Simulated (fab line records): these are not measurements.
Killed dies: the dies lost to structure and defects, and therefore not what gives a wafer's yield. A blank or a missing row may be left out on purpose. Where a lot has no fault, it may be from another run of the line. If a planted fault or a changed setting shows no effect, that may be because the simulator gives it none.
What tool caused it? / flow gf180mcu / 24 lots with 72 wafers sampled at 6 steps, on a route of 602 steps

== WHAT THE GAUGES READ, wafer by wafer ==
GF_M3_RS_MEAS_05: uses a four-point probe to measure. Usual: M3_ALCU_RS 0.0697 ohm/sq, standard deviation 0.00068.
lot=L074; measured=day 20 11:01; on=film_metro-03; M3_ALCU_RS (ohm/sq)=0.0700 0.0704 0.0706; flag=
lot=L075; measured=day 21 08:06; on=film_metro-02; M3_ALCU_RS (ohm/sq)=0.0698 0.0697 0.0693; flag=
lot=L076; measured=day 21 09:11; on=film_metro-02; M3_ALCU_RS (ohm/sq)=0.0694 0.0697 0.0696; flag=
lot=L077; measured=day 21 14:15; on=film_metro-01; M3_ALCU_RS (ohm/sq)=0.0698 0.0710 0.0709; flag=
lot=L078; measured=day 22 06:13; on=film_metro-03; M3_ALCU_RS (ohm/sq)=0.0698 0.0711 0.0708; flag=
lot=L079; measured=day 22 17:16; on=film_metro-03; M3_ALCU_RS (ohm/sq)=0.0684 0.0695 0.0696; flag=
lot=L081; measured=day 23 04:13; on=film_metro-02; M3_ALCU_RS (ohm/sq)=0.0695 0.0699 0.0694; flag=
lot=L080; measured=day 23 05:14; on=film_metro-03; M3_ALCU_RS (ohm/sq)=0.0710 0.0692 0.0691; flag=
lot=L082; measured=day 23 13:03; on=film_metro-03; M3_ALCU_RS (ohm/sq)=0.0707 0.0696 0.0707; flag=
lot=L083; measured=day 23 20:52; on=film_metro-02; M3_ALCU_RS (ohm/sq)=0.0691 0.0695 0.0699; flag=
lot=L084; measured=day 24 03:14; on=film_metro-01; M3_ALCU_RS (ohm/sq)=0.0697 0.0701 0.0690; flag=
lot=L085; measured=day 24 08:32; on=film_metro-02; M3_ALCU_RS (ohm/sq)=0.0708 0.0699 0.0698; flag=
lot=L086; measured=day 24 16:22; on=film_metro-01; M3_ALCU_RS (ohm/sq)=0.0680 0.0690 0.0688; flag=
lot=L087; measured=day 24 22:27; on=film_metro-03; M3_ALCU_RS (ohm/sq)=0.0702 0.0699 0.0700; flag=
lot=L088; measured=day 25 10:23; on=film_metro-01; M3_ALCU_RS (ohm/sq)=0.0708 0.0704 0.0689; flag=
lot=L089; measured=day 25 14:21; on=film_metro-03; M3_ALCU_RS (ohm/sq)=0.0693 0.0697 0.0690; flag=
lot=L090; measured=day 25 23:36; on=film_metro-02; M3_ALCU_RS (ohm/sq)=0.0694 0.0693 0.0684; flag=
lot=L091; measured=day 26 08:14; on=film_metro-03; M3_ALCU_RS (ohm/sq)=0.0698 0.0695 0.0692; flag=
lot=L092; measured=day 26 11:24; on=film_metro-03; M3_ALCU_RS (ohm/sq)=0.0687 0.0698 0.0691; flag=
lot=L093; measured=day 26 16:19; on=film_metro-02; M3_ALCU_RS (ohm/sq)=0.0698 0.0700 0.0693; flag=
lot=L094; measured=day 27 01:27; on=film_metro-03; M3_ALCU_RS (ohm/sq)=0.0699 0.0702 0.0701; flag=
lot=L095; measured=day 27 11:14; on=film_metro-03; M3_ALCU_RS (ohm/sq)=0.0698 0.0694 0.0702; flag=
lot=L096; measured=day 27 13:57; on=film_metro-03; M3_ALCU_RS (ohm/sq)=0.0701 0.0693 0.0700; flag=
lot=L097; measured=day 27 18:32; on=film_metro-01; M3_ALCU_RS (ohm/sq)=0.0692 0.0694 0.0679; flag=

GF_M3_OVL_MEAS_15. Usual: M3_OVL -7 nm, standard deviation 5.6.
lot=L074; measured=day 21 11:23; on=overlay-02; M3_OVL (nm)=-12 3 -9; flag=
lot=L075; measured=day 22 07:17; on=overlay-02; M3_OVL (nm)=-1 -6 -7; flag=
lot=L076; measured=day 22 09:16; on=overlay-02; M3_OVL (nm)=-10 -16 -2; flag=
lot=L077; measured=day 22 13:49; on=overlay-02; M3_OVL (nm)=-4 1 -8; flag=
lot=L078; measured=day 23 05:20; on=overlay-01; M3_OVL (nm)=-5 -15 -10; flag=
lot=L079; measured=day 23 15:49; on=overlay-01; M3_OVL (nm)=-13 -3 -5; flag=
lot=L081; measured=day 24 02:08; on=overlay-01; M3_OVL (nm)=-10 -1 -12; flag=
lot=L080; measured=day 24 03:32; on=overlay-02; M3_OVL (nm)=-10 -17 -16; flag=
lot=L082; measured=day 24 10:46; on=overlay-02; M3_OVL (nm)=-14 -14 -8; flag=
lot=L083; measured=day 24 18:38; on=overlay-01; M3_OVL (nm)=-9 -15 -13; flag=
lot=L084; measured=day 25 00:20; on=overlay-02; M3_OVL (nm)=-2 -8 -4; flag=
lot=L085; measured=day 25 06:15; on=overlay-02; M3_OVL (nm)=-2 -6 -5; flag=
lot=L086; measured=day 25 13:25; on=overlay-02; M3_OVL (nm)=-3 -19 -2; flag=
lot=L087; measured=day 25 19:39; on=overlay-02; M3_OVL (nm)=-2 -2 -4; flag=
lot=L088; measured=day 26 07:30; on=overlay-02; M3_OVL (nm)=-6 -13 -3; flag=
lot=L089; measured=day 26 11:17; on=overlay-02; M3_OVL (nm)=-3 -14 -3; flag=
lot=L090; measured=day 26 20:38; on=overlay-02; M3_OVL (nm)=-5 -6 -2; flag=
lot=L091; measured=day 27 04:50; on=overlay-01; M3_OVL (nm)=-3 6 -8; flag=
lot=L092; measured=day 27 08:02; on=overlay-01; M3_OVL (nm)=-14 -11 -2; flag=
lot=L093; measured=day 27 13:13; on=overlay-01; M3_OVL (nm)=-4 -2 -3; flag=
lot=L094; measured=day 27 21:52; on=overlay-01; M3_OVL (nm)=-8 -1 -9; flag=
lot=L095; measured=day 28 06:55; on=overlay-02; M3_OVL (nm)=-19 -14 -5; flag=
lot=L096; measured=day 28 09:25; on=overlay-01; M3_OVL (nm)=-4 -11 -16; flag=
lot=L097; measured=day 28 14:05; on=overlay-02; M3_OVL (nm)=-4 -7 -12; flag=

GF_V4_THK_MEAS_03. Usual: V4_CVD_02_THK 847 nm, standard deviation 12.
lot=L074; measured=day 23 13:16; on=film_metro-01; V4_CVD_02_THK (nm)=858 848 857; flag=
lot=L075; measured=day 24 08:29; on=film_metro-04; V4_CVD_02_THK (nm)=855 855 874; flag=
lot=L076; measured=day 24 10:13; on=film_metro-01; V4_CVD_02_THK (nm)=828 820 842; flag=
lot=L077; measured=day 24 14:04; on=film_metro-02; V4_CVD_02_THK (nm)=829 826 831; flag=
lot=L078; measured=day 25 06:33; on=film_metro-02; V4_CVD_02_THK (nm)=829 820 819; flag=
lot=L079; measured=day 25 15:33; on=film_metro-04; V4_CVD_02_THK (nm)=851 853 857; flag=
lot=L081; measured=day 26 00:31; on=film_metro-04; V4_CVD_02_THK (nm)=834 843 851; flag=
lot=L080; measured=day 26 01:56; on=film_metro-04; V4_CVD_02_THK (nm)=855 856 853; flag=
lot=L082; measured=day 26 08:55; on=film_metro-02; V4_CVD_02_THK (nm)=856 826 841; flag=
lot=L083; measured=day 26 16:03; on=film_metro-02; V4_CVD_02_THK (nm)=837 840 855; flag=
lot=L084; measured=day 26 22:13; on=film_metro-04; V4_CVD_02_THK (nm)=855 819 841; flag=
lot=L085; measured=day 27 02:56; on=film_metro-04; V4_CVD_02_THK (nm)=854 859 865; flag=
lot=L086; measured=day 27 11:32; on=film_metro-04; V4_CVD_02_THK (nm)=853 850 852; flag=
lot=L087; measured=day 27 16:24; on=film_metro-01; V4_CVD_02_THK (nm)=841 856 846; flag=
lot=L088; measured=day 28 04:31; on=film_metro-01; V4_CVD_02_THK (nm)=838 851 854; flag=
lot=L089; measured=day 28 06:48; on=film_metro-02; V4_CVD_02_THK (nm)=840 841 852; flag=
lot=L090; measured=day 28 16:44; on=film_metro-01; V4_CVD_02_THK (nm)=848 830 852; flag=
lot=L091; measured=day 29 00:50; on=film_metro-01; V4_CVD_02_THK (nm)=834 848 855; flag=
lot=L092; measured=day 29 03:09; on=film_metro-04; V4_CVD_02_THK (nm)=848 848 848; flag=
lot=L093; measured=day 29 08:46; on=film_metro-01; V4_CVD_02_THK (nm)=829 849 853; flag=
lot=L094; measured=day 29 17:45; on=film_metro-04; V4_CVD_02_THK (nm)=846 849 853; flag=
lot=L095; measured=day 30 00:34; on=film_metro-01; V4_CVD_02_THK (nm)=849 854 862; flag=
lot=L096; measured=day 30 03:47; on=film_metro-01; V4_CVD_02_THK (nm)=835 828 856; flag=
lot=L097; measured=day 30 08:14; on=film_metro-04; V4_CVD_02_THK (nm)=839 845 853; flag=

GF_M5_OVL_MEAS_08. Usual: M5_OVL 0 nm, standard deviation 4.3.
lot=L074; measured=day 26 07:35; on=overlay-01; M5_OVL (nm)=0 1 -1; flag=
lot=L075; measured=day 27 02:54; on=overlay-01; M5_OVL (nm)=8 -2 4; flag=
lot=L076; measured=day 27 04:29; on=overlay-02; M5_OVL (nm)=2 0 -3; flag=
lot=L077; measured=day 27 06:50; on=overlay-02; M5_OVL (nm)=-1 7 -1; flag=
lot=L078; measured=day 27 22:23; on=overlay-02; M5_OVL (nm)=-1 -9 -3; flag=
lot=L079; measured=day 28 07:26; on=overlay-02; M5_OVL (nm)=4 3 4; flag=
lot=L081; measured=day 28 15:26; on=overlay-01; M5_OVL (nm)=-6 -4 -5; flag=
lot=L080; measured=day 28 16:57; on=overlay-02; M5_OVL (nm)=4 -2 -1; flag=
lot=L082; measured=day 28 22:50; on=overlay-01; M5_OVL (nm)=5 6 -3; flag=
lot=L083; measured=day 29 05:32; on=overlay-02; M5_OVL (nm)=1 -3 3; flag=
lot=L084; measured=day 29 11:46; on=overlay-02; M5_OVL (nm)=4 5 8; flag=
lot=L085; measured=day 29 14:56; on=overlay-01; M5_OVL (nm)=-7 -6 -5; flag=
lot=L086; measured=day 30 00:16; on=overlay-02; M5_OVL (nm)=3 5 1; flag=
lot=L087; measured=day 30 05:00; on=overlay-02; M5_OVL (nm)=0 -1 -3; flag=
lot=L088; measured=day 30 14:35; on=overlay-01; M5_OVL (nm)=-1 -8 -4; flag=
lot=L089; measured=day 30 17:32; on=overlay-01; M5_OVL (nm)=-3 -1 -1; flag=
lot=L090; measured=day 31 03:51; on=overlay-01; M5_OVL (nm)=7 -1 3; flag=
lot=L091; measured=day 31 11:17; on=overlay-02; M5_OVL (nm)=-6 -4 -2; flag=
lot=L092; measured=day 31 12:32; on=overlay-01; M5_OVL (nm)=0 -3 0; flag=
lot=L093; measured=day 31 17:08; on=overlay-01; M5_OVL (nm)=-1 2 -3; flag=
lot=L094; measured=day 32 03:23; on=overlay-01; M5_OVL (nm)=-2 1 0; flag=
lot=L095; measured=day 32 08:44; on=overlay-02; M5_OVL (nm)=7 4 1; flag=
lot=L096; measured=day 32 10:47; on=overlay-01; M5_OVL (nm)=1 -4 -7; flag=
lot=L097; measured=day 32 15:38; on=overlay-02; M5_OVL (nm)=-2 -1 0; flag=

== WHICH TOOL RAN EACH LOT (tool, then ch and the chambers of the sampled wafers, then the start) ==
lot=L074; GF_M4_SPUTTER_04=pvd_sputter-01, day 22 13:34; GF_V4_SPUTTER_21=pvd_sputter-03, day 24 12:10
lot=L075; GF_M4_SPUTTER_04=pvd_sputter-01, day 23 09:13; GF_V4_SPUTTER_21=pvd_sputter-02, day 25 07:04
lot=L076; GF_M4_SPUTTER_04=pvd_sputter-03, day 23 11:44; GF_V4_SPUTTER_21=pvd_sputter-04, day 25 08:59
lot=L077; GF_M4_SPUTTER_04=pvd_sputter-03, day 23 15:33; GF_V4_SPUTTER_21=pvd_sputter-03, day 25 12:18
lot=L078; GF_M4_SPUTTER_04=pvd_sputter-03, day 24 08:09; GF_V4_SPUTTER_21=pvd_sputter-02, day 26 04:32
lot=L079; GF_M4_SPUTTER_04=pvd_sputter-01, day 24 17:27; GF_V4_SPUTTER_21=pvd_sputter-04, day 26 13:46
lot=L081; GF_M4_SPUTTER_04=pvd_sputter-03, day 25 02:18; GF_V4_SPUTTER_21=pvd_sputter-02, day 26 22:29
lot=L080; GF_M4_SPUTTER_04=pvd_sputter-01, day 25 04:15; GF_V4_SPUTTER_21=pvd_sputter-04, day 26 23:35
lot=L082; GF_M4_SPUTTER_04=pvd_sputter-01, day 25 11:07; GF_V4_SPUTTER_21=pvd_sputter-02, day 27 06:54
lot=L083; GF_M4_SPUTTER_04=pvd_sputter-01, day 25 18:49; GF_V4_SPUTTER_21=pvd_sputter-02, day 27 13:44
lot=L084; GF_M4_SPUTTER_04=pvd_sputter-04, day 26 00:16; GF_V4_SPUTTER_21=pvd_sputter-04, day 27 19:40
lot=L085; GF_M4_SPUTTER_04=pvd_sputter-01, day 26 05:39; GF_V4_SPUTTER_21=pvd_sputter-02, day 27 23:50
lot=L086; GF_M4_SPUTTER_04=pvd_sputter-01, day 26 14:18; GF_V4_SPUTTER_21=pvd_sputter-02, day 28 09:04
lot=L087; GF_M4_SPUTTER_04=pvd_sputter-01, day 26 19:04; GF_V4_SPUTTER_21=pvd_sputter-03, day 28 13:01
lot=L088; GF_M4_SPUTTER_04=pvd_sputter-01, day 27 07:10; GF_V4_SPUTTER_21=pvd_sputter-03, day 29 00:35
lot=L089; GF_M4_SPUTTER_04=pvd_sputter-03, day 27 10:29; GF_V4_SPUTTER_21=pvd_sputter-04, day 29 04:08
lot=L090; GF_M4_SPUTTER_04=pvd_sputter-03, day 27 19:45; GF_V4_SPUTTER_21=pvd_sputter-03, day 29 13:58
lot=L091; GF_M4_SPUTTER_04=pvd_sputter-03, day 28 04:28; GF_V4_SPUTTER_21=pvd_sputter-02, day 29 21:52
lot=L092; GF_M4_SPUTTER_04=pvd_sputter-04, day 28 06:41; GF_V4_SPUTTER_21=pvd_sputter-03, day 29 23:23
lot=L093; GF_M4_SPUTTER_04=pvd_sputter-03, day 28 11:50; GF_V4_SPUTTER_21=pvd_sputter-03, day 30 04:51
lot=L094; GF_M4_SPUTTER_04=pvd_sputter-01, day 28 21:14; GF_V4_SPUTTER_21=pvd_sputter-04, day 30 13:44
lot=L095; GF_M4_SPUTTER_04=pvd_sputter-04, day 29 05:19; GF_V4_SPUTTER_21=pvd_sputter-04, day 30 19:34
lot=L096; GF_M4_SPUTTER_04=pvd_sputter-03, day 29 07:33; GF_V4_SPUTTER_21=pvd_sputter-02, day 30 23:23
lot=L097; GF_M4_SPUTTER_04=pvd_sputter-03, day 29 12:35; GF_V4_SPUTTER_21=pvd_sputter-04, day 31 03:36
- GF_M4_SPUTTER_04: material TiN, target thk 50 nm, time 41.7 s.
- GF_V4_SPUTTER_21: material Ti, target thk 15 nm, time 80.02 s.

== AS READ BY THE TOOLS THEMSELVES (means over the sampled wafers that have a number; for cases with no such wafer, the mark the record gives instead) ==
GF_M4_SPUTTER_04. Usual: throttle_valve_pct reads 29.9 % (standard deviation 1).
lot=L074; tool=pvd_sputter-01; throttle_valve_pct (%)=31.2; flag=
lot=L075; tool=pvd_sputter-01; throttle_valve_pct (%)=29.6; flag=
lot=L076; tool=pvd_sputter-03; throttle_valve_pct (%)=29.6; flag=
lot=L077; tool=pvd_sputter-03; throttle_valve_pct (%)=29.5; flag=
lot=L078; tool=pvd_sputter-03; throttle_valve_pct (%)=29.8; flag=
lot=L079; tool=pvd_sputter-01; throttle_valve_pct (%)=29.8; flag=
lot=L081; tool=pvd_sputter-03; throttle_valve_pct (%)=29.7; flag=
lot=L080; tool=pvd_sputter-01; throttle_valve_pct (%)=29.6; flag=
lot=L082; tool=pvd_sputter-01; throttle_valve_pct (%)=29.8; flag=
lot=L083; tool=pvd_sputter-01; throttle_valve_pct (%)=30.4; flag=
lot=L084; tool=pvd_sputter-04; throttle_valve_pct (%)=30.0; flag=
lot=L085; tool=pvd_sputter-01; throttle_valve_pct (%)=30.9; flag=
lot=L086; tool=pvd_sputter-01; throttle_valve_pct (%)=30.6; flag=
lot=L087; tool=pvd_sputter-01; throttle_valve_pct (%)=30.5; flag=
lot=L088; tool=pvd_sputter-01; throttle_valve_pct (%)=30.7; flag=
lot=L089; tool=pvd_sputter-03; throttle_valve_pct (%)=29.5; flag=
lot=L090; tool=pvd_sputter-03; throttle_valve_pct (%)=29.0; flag=
lot=L091; tool=pvd_sputter-03; throttle_valve_pct (%)=28.9; flag=
lot=L092; tool=pvd_sputter-04; throttle_valve_pct (%)=29.4; flag=
lot=L093; tool=pvd_sputter-03; throttle_valve_pct (%)=28.9; flag=
lot=L094; tool=pvd_sputter-01; throttle_valve_pct (%)=30.5; flag=
lot=L095; tool=pvd_sputter-04; throttle_valve_pct (%)=30.4; flag=
lot=L096; tool=pvd_sputter-03; throttle_valve_pct (%)=29.5; flag=
lot=L097; tool=pvd_sputter-03; throttle_valve_pct (%)=29.2; flag=

GF_V4_SPUTTER_21. Usual: throttle_valve_pct reads 29.9 % (standard deviation 0.98).
lot=L074; tool=pvd_sputter-03; throttle_valve_pct (%)=29.7; flag=
lot=L075; tool=pvd_sputter-02; throttle_valve_pct (%)=30.1; flag=
lot=L076; tool=pvd_sputter-04; throttle_valve_pct (%)=29.9; flag=
lot=L077; tool=pvd_sputter-03; throttle_valve_pct (%)=29.5; flag=
lot=L078; tool=pvd_sputter-02; throttle_valve_pct (%)=29.9; flag=
lot=L079; tool=pvd_sputter-04; throttle_valve_pct (%)=30.3; flag=
lot=L081; tool=pvd_sputter-02; throttle_valve_pct (%)=29.6; flag=
lot=L080; tool=pvd_sputter-04; throttle_valve_pct (%)=30.9; flag=
lot=L082; tool=pvd_sputter-02; throttle_valve_pct (%)=29.9; flag=
lot=L083; tool=pvd_sputter-02; throttle_valve_pct (%)=29.4; flag=
lot=L084; tool=pvd_sputter-04; throttle_valve_pct (%)=30.8; flag=
lot=L085; tool=pvd_sputter-02; throttle_valve_pct (%)=29.9; flag=
lot=L086; tool=pvd_sputter-02; throttle_valve_pct (%)=29.6; flag=
lot=L087; tool=pvd_sputter-03; throttle_valve_pct (%)=29.7; flag=
lot=L088; tool=pvd_sputter-03; throttle_valve_pct (%)=29.6; flag=
lot=L089; tool=pvd_sputter-04; throttle_valve_pct (%)=30.1; flag=
lot=L090; tool=pvd_sputter-03; throttle_valve_pct (%)=28.9; flag=
lot=L091; tool=pvd_sputter-02; throttle_valve_pct (%)=29.5; flag=
lot=L092; tool=pvd_sputter-03; throttle_valve_pct (%)=29.1; flag=
lot=L093; tool=pvd_sputter-03; throttle_valve_pct (%)=28.7; flag=
lot=L094; tool=pvd_sputter-04; throttle_valve_pct (%)=30.7; flag=
lot=L095; tool=pvd_sputter-04; throttle_valve_pct (%)=30.9; flag=
lot=L096; tool=pvd_sputter-02; throttle_valve_pct (%)=29.7; flag=
lot=L097; tool=pvd_sputter-04; throttle_valve_pct (%)=31.3; flag=

== THE ANSWER, worked out from the rows above alone ==
Rule: a lot counts as off when the mean over its wafers that have a number is more than 3 standard deviations away from the usual mean. Also off: a lot with no number at a reading for which 4 or more lots have one. All remaining lots with rows at the step are treated as sound. The gauges are gone through in route order, then the tools' own readings, and for those a lot's mean is taken as printed above. At the first step where some lot is off, the reading lying furthest off is the one used; lots without a number count as furthest.
No lot is off at any reading shown: from this, nothing can be told.

== WHAT HAD BEEN PUT IN BY THE SIMULATOR ==
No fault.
